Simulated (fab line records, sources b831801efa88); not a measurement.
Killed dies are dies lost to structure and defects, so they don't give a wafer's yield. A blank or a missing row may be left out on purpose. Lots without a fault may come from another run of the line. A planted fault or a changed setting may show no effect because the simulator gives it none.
fab line records | flow sky130
record lots=6 wafers=18 last_day=50
route steps=708 shown NWELL@82 PWDE@84 VT_ADJUST_HVTP@85 PAD_OPEN@708
lots that met no fault: from a run of the same line without faults
start_h: hours from the record's first day to the start of the lot's first wafer shown | wait_h: hours since the lot's step before | " the same as in the row above | L1.1+2: a row that stands for several wafers | - no value, or no start given | * or withheld: withheld | < > ~ a bound
route shown NAME@n: a module of which the file shows steps, and the number in the route of the first | usual: mean/standard deviation of fault-free wafers | same: alike in all rows | chamber/n: place in a boat | sites: the reading at each site | _std_site: their standard deviation | _edge_site: outer sites' mean less inner sites' | radius_mm: how far each site lies from the wafer's centre | mask NAME#n: copy n | behind: the tool/chamber that last shaped the wafer | hold: why the lot was held/for how many hours/how that ended | device: the transistor (n, p or np) that didn't switch | end of line: the same wafers' tests at the end of the route | a step without rows: its recipe alone | killed: dies lost to structure and defects at the first sort, not the wafer's yield | map: a wafer's dies, x killed, . not, _ none there
set.NAME: the setting as run; set.NAME@STEP: as run at that earlier step | model.NAME: the simulator's own value behind a step, which no gauge read
lots at some steps of the route; a table a step, a row a wafer
services: from which hour (start_h, from the record's first day; less than 0 if before it) a tool's chamber was out of use, for how many hours, and why
## steps
# step SKY_NWELL_RS_MEAS_29
# recipe thk_meas_gauge=four-point-probe
# usual NWELL_RS=626.0/1.6
# columns lot.wafer tool chamber start_h wait_h NWELL_RS[ohm/sq]
L554.1 film_metro-02 - 151.95 0.1 626.8
L554.5 " - " " 627.8
L554.6 " - " " 628.2
L557.1 film_metro-02 - 172.15 0.2 625.4
L557.5 " - " " 626.4
L557.6 " - " " 628.0
L565.2 film_metro-01 - 221.47 0.1 622.0
L565.5 " - " " 623.7
L565.6 " - " " 622.6
L566.1 film_metro-01 - 230.00 0.1 625.1
L566.4 " - " " 623.1
L566.5 " - " " 623.8
L567.2 film_metro-01 - 231.82 0.2 626.9
L567.4 " - " " 627.7
L567.6 " - " " 625.4
L568.1 film_metro-02 - 237.34 0.1 626.3
L568.4 " - " " 627.4
L568.6 " - " " 625.0
# step SKY_NWELL_RS_MEAS_31
# recipe thk_meas_gauge=four-point-probe
# usual PWDE_RS=5278/17
# columns lot.wafer tool chamber start_h wait_h PWDE_RS[ohm/sq]
L554.1 film_metro-02 - 152.19 0.1 5266
L554.5 " - " " 5271
L554.6 " - " " 5292
L557.1 film_metro-02 - 172.39 0.1 5278
L557.5 " - " " 5298
L557.6 " - " " 5286
L565.2 film_metro-01 - 221.71 0.1 5291
L565.5 " - " " 5299
L565.6 " - " " 5277
L566.1 film_metro-01 - 230.24 0.1 5262
L566.4 " - " " 5232
L566.5 " - " " 5239
L567.2 film_metro-01 - 232.06 0.1 5297
L567.4 " - " " 5293
L567.6 " - " " 5280
L568.1 film_metro-02 - 237.58 0.1 5264
L568.4 " - " " 5289
L568.6 " - " " 5265
# step SKY_VT_ADJUST_HVTP_DEHYDRATE_00
# recipe temp_c=200 time_s=60
# step SKY_VT_ADJUST_HVTP_HMDS_01
# recipe prime_time_s=60 prime_temp_c=120
# step SKY_VT_ADJUST_HVTP_COAT_02
# recipe resist=NOVOLAK spin_rpm=3000 resist_thk_nm=1140
# step SKY_VT_ADJUST_HVTP_SOFTBAKE_03
# recipe temp_c=90 time_s=60 resist=NOVOLAK
# step SKY_VT_ADJUST_HVTP_EXPOSE_04
# recipe mask_id=HVTPM na=0.6 source_shape=conventional sigma_outer=0.6 polarization=unpolarized target_cd_nm=380 dose_mj=140
# step SKY_VT_ADJUST_HVTP_PEB_05
# recipe temp_c=withheld time_s=* resist=NOVOLAK
# step SKY_VT_ADJUST_HVTP_DEVELOP_06
# recipe resist=NOVOLAK developer=TMAH develop_time_s=60 dev_temp_c=23
# step SKY_VT_ADJUST_HVTP_CD_MEAS_07
# recipe target_cd_nm=380
# usual cd_nm=380.0/2.5
# columns lot.wafer tool chamber start_h wait_h cd_nm
L554.1 cd_sem-02 - 172.11 0.1 376.6
L554.5 " - " " 373.8
L554.6 " - " " 377.3
L557.1 cd_sem-02 - 192.81 0.1 376.4
L557.5 " - " " 378.4
L557.6 " - " " 377.5
L565.2 cd_sem-02 - 245.18 0.1 381.9
L565.5 " - " " 380.7
L565.6 " - " " 381.7
L566.1 cd_sem-02 - 254.01 0.1 380.1
L566.4 " - " " 379.3
L566.5 " - " " 379.4
L567.2 cd_sem-02 - 255.57 0.1 381.2
L567.4 " - " " 379.8
L567.6 " - " " 380.1
L568.1 cd_sem-01 - 262.46 0.1 381.1
L568.4 " - " " 380.8
L568.6 " - " " 377.7
# step SKY_VT_ADJUST_HVTP_OVL_MEAS_08
# usual VT_ADJUST_HVTP_OVL=1.2/1.3
# columns lot.wafer tool chamber start_h wait_h VT_ADJUST_HVTP_OVL[nm]
L554.1 overlay-01 - 172.23 0.1 1.3
L554.5 " - " " 0.9
L554.6 " - " " -0.4
L557.1 overlay-02 - 192.93 0.1 1.3
L557.5 " - " " 0.9
L557.6 " - " " 0.2
L565.2 overlay-02 - 245.29 0.1 1.1
L565.5 " - " " 0.7
L565.6 " - " " 2.1
L566.1 overlay-02 - 254.13 0.1 -1.8
L566.4 " - " " -0.9
L566.5 " - " " 1.2
L567.2 overlay-02 - 255.68 0.1 -0.1
L567.4 " - " " 1.4
L567.6 " - " " -0.1
L568.1 overlay-01 - 262.58 0.1 1.3
L568.4 " - " " 1.6
L568.6 " - " " 2.7
# step SKY_VT_ADJUST_HVTP_IMPLANT_09
# recipe species=As energy_kev=150 dose_cm2=4.3e+12 tilt_deg=withheld
# usual beam_energy_keV=149.99/0.054
# columns lot.wafer tool chamber start_h wait_h beam_energy_keV model.implant.rp_nm model.implant.drp_nm
L554.1 implanter-04 0 172.26 0.0 150.02 85.13 33.4
L554.5 " 0 " " 150.08 85.13 33.4
L554.6 " 0 " " 150.09 85.13 33.4
L557.1 implanter-01 0 192.97 0.0 149.94 82.32 33.4
L557.5 " 0 " " 149.95 82.32 33.4
L557.6 " 0 " " 149.92 82.32 33.4
L565.2 implanter-01 0 245.34 0.0 158.64 87.41 35
L565.5 " 0 " " 158.65 87.41 35
L565.6 " 0 " " 158.59 87.41 35
L566.1 implanter-01 0 254.16 0.0 158.71 89.53 35
L566.4 " 0 " " 158.73 89.53 35
L566.5 " 0 " " 158.70 89.53 35
L567.2 implanter-02 0 255.73 0.0 150.02 83.13 33.4
L567.4 " 0 " " 149.99 83.13 33.4
L567.6 " 0 " " 149.92 83.13 33.4
L568.1 implanter-02 0 262.62 0.0 149.99 88.17 33.4
L568.4 " 0 " " 149.96 88.17 33.4
L568.6 " 0 " " 150.01 88.17 33.4
# step SKY_VT_ADJUST_HVTP_STRIP_10
# recipe chemistry=O2/N2 power_w=1400 pressure_mtorr=1500 platen_temp_c=withheld o2_flow_sccm=3000 n2_flow_sccm=300 overash_fraction=0.5
# usual chamber_pressure_mTorr=1500.1/1.3 drypump_motor_current_A=5.9/0.4 oes_product_au=0.715/0.0045 strip_time_to_endpoint_s=14.19/0.049
# columns lot.wafer tool chamber start_h wait_h chamber_pressure_mTorr drypump_motor_current_A oes_product_au rf_hours_counter_h strip_time_to_endpoint_s
L554.1 plasma_asher-02 0 172.41 0.1 1499.7 5.8 0.722 47 14.14
L554.5 " 1 " " 1502.3 6.0 0.722 - 14.21
L554.6 " 0 " " 1497.4 5.8 0.709 - 14.18
L557.1 plasma_asher-04 1 193.12 0.1 1499.4 5.3 0.715 37 14.23
L557.5 " 1 " " 1499.9 5.3 0.713 - 14.18
L557.6 " 0 " " 1500.6 6.0 0.718 - 14.21
L565.2 plasma_asher-02 1 245.47 0.1 1500.9 6.1 0.711 54 14.26
L565.5 " 0 " " 1499.8 5.8 0.713 - 14.23
L565.6 " 1 " " 1499.2 6.1 0.708 - 14.26
L566.1 plasma_asher-01 1 254.31 0.1 1497.6 6.7 0.715 59 14.23
L566.4 " 0 " " 1499.6 6.1 0.715 - 14.23
L566.5 " 0 " " 1499.5 6.1 0.714 - 14.27
L567.2 plasma_asher-02 1 255.86 0.1 1499.5 6.1 0.720 55 14.17
L567.4 " 1 " " 1497.6 6.1 0.713 - 14.10
L567.6 " 1 " " 1503.4 6.1 0.717 - 14.10
L568.1 plasma_asher-01 0 262.77 0.1 1500.1 6.1 0.720 60 14.19
L568.4 " 0 " " 1499.4 6.1 0.709 - 14.16
L568.6 " 1 " " 1500.3 6.7 0.704 - 14.21
# step SKY_PAD_OPEN_PROBE_99
# usual killed_at_M0_to_M3=43/6.8 killed_at_M4_up=3.2/1.7 killed_at_contacts=24/5.7 killed_at_front_end=16/4.3 killed_at_other=0.3/0.56 killed_dies=86/9.5 killed_on_rim=16/3.6 killed_open=47/6.9 killed_short=39/5.8
# same gross_dies=492 killed_at_back_side=0
# columns lot.wafer tool chamber start_h wait_h killed_at_M0_to_M3 killed_at_M4_up killed_at_contacts killed_at_front_end killed_at_other killed_dies killed_on_rim killed_open killed_short model.etest.tip_p.rs_ohm_sq model.etest.pfet_01v8.drive_ua_um model.etest.pfet_01v8_mvt.drive_ua_um model.etest.pfet_01v8_hvt.drive_ua_um model.etest.pfet_01v8_mvt.off_log10_a_um model.etest.pfet_01v8.off_log10_a_um model.etest.sram_pfet_latch.off_log10_a_um model.etest.pfet_01v8_hvt.off_log10_a_um
L554.1 prober-02 - 1120.92 0.1 59 4 22 7 0 92 16 60 32 6845 197.6 155 147 -10.47 -9.613 -12.56 -13.06
L554.5 prober-02 - 1121.12 0.2 53 3 26 16 0 98 18 50 48 6817 195.7 154 142.9 -10.51 -9.709 -12.61 -13.16
L554.6 prober-02 - 1121.17 0.2 55 4 37 21 1 118 23 70 48 6802 198 155.4 147.2 -10.35 -9.391 -12.63 -12.98
L557.1 prober-01 - 1142.63 0.1 60 4 19 11 0 94 19 45 49 6913 180.5 144.4 133.7 -11.01 -10.48 -13.17 -13.39
L557.5 prober-01 - 1142.83 0.2 41 4 29 20 0 94 15 49 44 6971 187.6 147.4 138.9 -11.02 -10.13 -13.06 -13.3
L557.6 prober-01 - 1142.88 0.2 35 2 32 10 0 79 15 47 32 6962 187.6 149.2 140 -11 -10.04 -13.1 -13.42
L565.2 prober-02 - 1182.67 0.1 46 3 40 8 0 97 18 47 49 6705 205.7 162.3 155 -9.789 -9.048 -12.1 -12.58
L565.5 prober-02 - 1182.82 0.2 28 2 31 20 0 81 13 50 30 6658 197.9 158.3 148.1 -9.857 -9.11 -12.53 -12.87
L565.6 prober-02 - 1182.87 0.2 45 3 34 12 0 94 16 52 42 6722 202.2 158.6 149.6 -9.689 -8.866 -12.35 -12.8
L566.1 prober-01 - 1186.83 0.1 44 2 23 15 2 86 13 48 38 6541 202.5 161.9 153.7 -9.557 -9.079 -12.35 -12.82
L566.4 prober-01 - 1186.98 0.2 42 1 25 11 1 80 18 42 37 6664 205.5 162.2 155.3 -9.651 -8.845 -12.14 -12.54
L566.5 prober-01 - 1187.03 0.2 49 3 22 15 0 89 16 49 40 6631 206.4 163.6 152.9 -9.564 -8.864 -12.12 -12.59
L567.2 prober-02 - 1188.57 0.1 46 5 19 19 0 89 18 57 32 6861 189 151.2 140 -10.67 -10.07 -13.05 -13.37
L567.4 prober-02 - 1188.67 0.2 41 1 16 16 0 74 16 36 38 6953 185.7 148.1 135.9 -10.76 -10.21 -13.19 -13.37
L567.6 prober-02 - 1188.77 0.2 54 3 18 19 0 94 11 46 48 6881 184 149 136.1 -10.9 -10.24 -13.15 -13.41
L568.1 prober-01 - 1194.86 0.1 35 2 20 26 0 83 21 43 38 6679 198.7 158.8 147.1 -9.745 -9.194 -12.25 -12.77
L568.4 prober-01 - 1195.01 0.2 41 2 20 14 3 80 17 42 36 6703 196.1 156.1 144.8 -9.939 -9.256 -12.07 -12.75
L568.6 prober-01 - 1195.11 0.2 46 3 17 15 1 82 15 41 40 6700 195.5 155.7 145.5 -9.847 -9.292 -12.64 -12.99
# killed by level:class
L554.1 VIA2:geometric_particle:open=12 LI_CONTACT:geometric_particle:open=12 VIA1:geometric_particle:open=12 VIA3:geometric_particle:open=9 VIA1:geometric_particle:short=8 CONTACT:geometric_particle:open=5 METAL2:geometric_particle:short=5 VIA2:geometric_particle:short=4
L554.5 VIA1:geometric_particle:open=17 LI_CONTACT:geometric_particle:open=9 VIA3:geometric_particle:short=7 CONTACT:geometric_particle:open=6 METAL1:geometric_particle:short=6 FIELD_ISO:geometric_particle:open=5 CONTACT:geometric_particle:short=5 METAL2:geometric_particle:short=5
L554.6 VIA1:geometric_particle:open=17 LI_CONTACT:geometric_particle:open=13 VIA2:geometric_particle:open=10 CONTACT:geometric_particle:short=7 VIA3:geometric_particle:open=7 VIA1:geometric_particle:short=7 CONTACT:geometric_particle:open=6 LI_CONTACT:geometric_particle:short=6
L557.1 VIA1:geometric_particle:open=11 METAL2:geometric_particle:short=8 VIA2:geometric_particle:open=8 VIA3:geometric_particle:short=6 CONTACT:geometric_particle:open=5 LI_CONTACT:geometric_particle:open=5 VIA3:geometric_particle:open=5 VIA2:geometric_particle:short=4
L557.5 CONTACT:geometric_particle:open=17 VIA1:geometric_particle:open=9 VIA1:geometric_particle:short=9 FIELD_ISO:geometric_particle:short=7 VIA2:geometric_particle:open=6 CONTACT:geometric_particle:short=4 METAL1:geometric_particle:short=4 VIA3:geometric_particle:open=4
L557.6 VIA1:geometric_particle:open=12 CONTACT:geometric_particle:open=11 LI_CONTACT:geometric_particle:open=8 LOCAL_INTERCONNECT:geometric_particle:short=6 VIA3:geometric_particle:open=5 CONTACT:geometric_particle:short=4 VIA1:geometric_particle:short=4 METAL2:geometric_particle:short=4
L565.2 LI_CONTACT:geometric_particle:open=10 LOCAL_INTERCONNECT:geometric_particle:short=10 CONTACT:geometric_particle:open=7 VIA1:geometric_particle:open=7 VIA1:geometric_particle:short=7 VIA3:geometric_particle:open=7 CONTACT:geometric_particle:short=6 METAL1:geometric_particle:short=6
L565.5 CONTACT:geometric_particle:open=11 LI_CONTACT:geometric_particle:open=10 VIA2:geometric_particle:open=8 VIA1:geometric_particle:open=6 FIELD_ISO:geometric_particle:short=4 FIELD_ISO:geometric_particle:open=4 VIA3:geometric_particle:open=4 POLY_GATE:geometric_particle:open=3
L565.6 CONTACT:geometric_particle:open=10 VIA3:geometric_particle:open=10 LI_CONTACT:geometric_particle:open=9 VIA1:geometric_particle:open=6 METAL2:geometric_particle:short=6 VIA2:geometric_particle:open=6 LOCAL_INTERCONNECT:geometric_particle:short=5 CONTACT:geometric_particle:short=5
L566.1 VIA1:geometric_particle:open=10 VIA3:geometric_particle:open=8 CONTACT:geometric_particle:open=7 LI_CONTACT:geometric_particle:open=6 VIA2:geometric_particle:open=5 FIELD_ISO:geometric_particle:open=5 METAL1:geometric_particle:short=5 VIA1:geometric_particle:short=5
L566.4 CONTACT:geometric_particle:open=9 VIA1:geometric_particle:short=8 VIA2:geometric_particle:open=7 CONTACT:geometric_particle:short=6 METAL2:geometric_particle:short=6 VIA1:geometric_particle:open=6 VIA3:geometric_particle:open=6 POLY_GATE:geometric_particle:open=4
L566.5 VIA1:geometric_particle:open=11 VIA3:geometric_particle:open=7 LOCAL_INTERCONNECT:geometric_particle:short=6 POLY_GATE:geometric_particle:open=5 LI_CONTACT:geometric_particle:open=5 VIA2:geometric_particle:open=5 CONTACT:geometric_particle:open=5 VIA1:geometric_particle:short=5
L567.2 VIA1:geometric_particle:open=16 LI_CONTACT:geometric_particle:open=8 VIA3:geometric_particle:open=8 METAL2:geometric_particle:short=7 FIELD_ISO:geometric_particle:open=5 POLY_GATE:geometric_particle:open=5 CONTACT:geometric_particle:short=5 POLY_GATE:geometric_particle:short=4
L567.4 VIA1:geometric_particle:open=10 VIA3:geometric_particle:open=7 FIELD_ISO:geometric_particle:short=6 METAL1:geometric_particle:short=6 FIELD_ISO:geometric_particle:open=4 CONTACT:geometric_particle:open=4 LI_CONTACT:geometric_particle:short=3 LI_CONTACT:geometric_particle:open=3
L567.6 METAL2:geometric_particle:short=12 VIA1:geometric_particle:open=11 LI_CONTACT:geometric_particle:open=9 FIELD_ISO:geometric_particle:short=5 FIELD_ISO:geometric_particle:open=5 VIA2:geometric_particle:short=5 METAL3:geometric_particle:short=5 VIA3:geometric_particle:open=5
L568.1 FIELD_ISO:geometric_particle:open=12 VIA1:geometric_particle:open=11 LI_CONTACT:geometric_particle:open=8 FIELD_ISO:geometric_particle:short=6 LOCAL_INTERCONNECT:geometric_particle:short=6 METAL1:geometric_particle:short=6 VIA3:geometric_particle:open=5 CONTACT:geometric_particle:short=4
L568.4 CONTACT:geometric_particle:open=9 VIA3:geometric_particle:open=7 VIA1:geometric_particle:open=7 METAL2:geometric_particle:short=7 LI_CONTACT:geometric_particle:open=5 LOCAL_INTERCONNECT:geometric_particle:short=5 VIA1:geometric_particle:short=5 METAL1:geometric_particle:short=4
L568.6 VIA1:geometric_particle:open=11 VIA2:geometric_particle:open=9 CONTACT:geometric_particle:open=8 FIELD_ISO:geometric_particle:short=7 VIA3:geometric_particle:open=7 METAL1:geometric_particle:short=6 CONTACT:geometric_particle:short=6 POLY_GATE:geometric_particle:short=4
## services
# columns tool chamber start_h hours kind
implanter-02 - 185.03 16.6 repair
implanter-04 - 190.16 2.9 repair
implanter-04 - 206.95 2.9 pm
implanter-02 - 210.94 35.5 pm
implanter-04 - 243.28 0.5 repair
plasma_asher-04 - 245.35 5.1 repair
## key
first_sign step=SKY_VT_ADJUST_HVTP_IMPLANT_09 reading=beam_energy_keV direction=up sigmas=99+ usual=* struck=*
effect none on later readings
model_effect step=SKY_VT_ADJUST_HVTP_IMPLANT_09 value=implant.rp_nm without=83.92 struck=88.47
model_effect step=SKY_PAD_OPEN_PROBE_99 value=etest.tip_p.rs_ohm_sq without=6831 struck=6653
met_at SKY_VT_ADJUST_HVTP_IMPLANT_09
struck_wafers L565.2,L565.5,L565.6,L566.1,L566.4,L566.5
tester_left_out L565,L566
onset_between 192.97 245.34
fault kind=process_parameter_drift tool=implanter-01 chamber=- onset_h=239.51 steps=SKY_VT_ADJUST_HVTP_IMPLANT_09 channel=energy_kev offset=* shape=step end_h=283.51 acts_in=* stated=*
# tester_left_out: of these lots the tester's yield and bins aren't shown, on N5 and GAA mostly nor the transistor test; their killed dies are dies lost to structure and defects alone, not to doping, threshold or leakage, so they don't give the yield
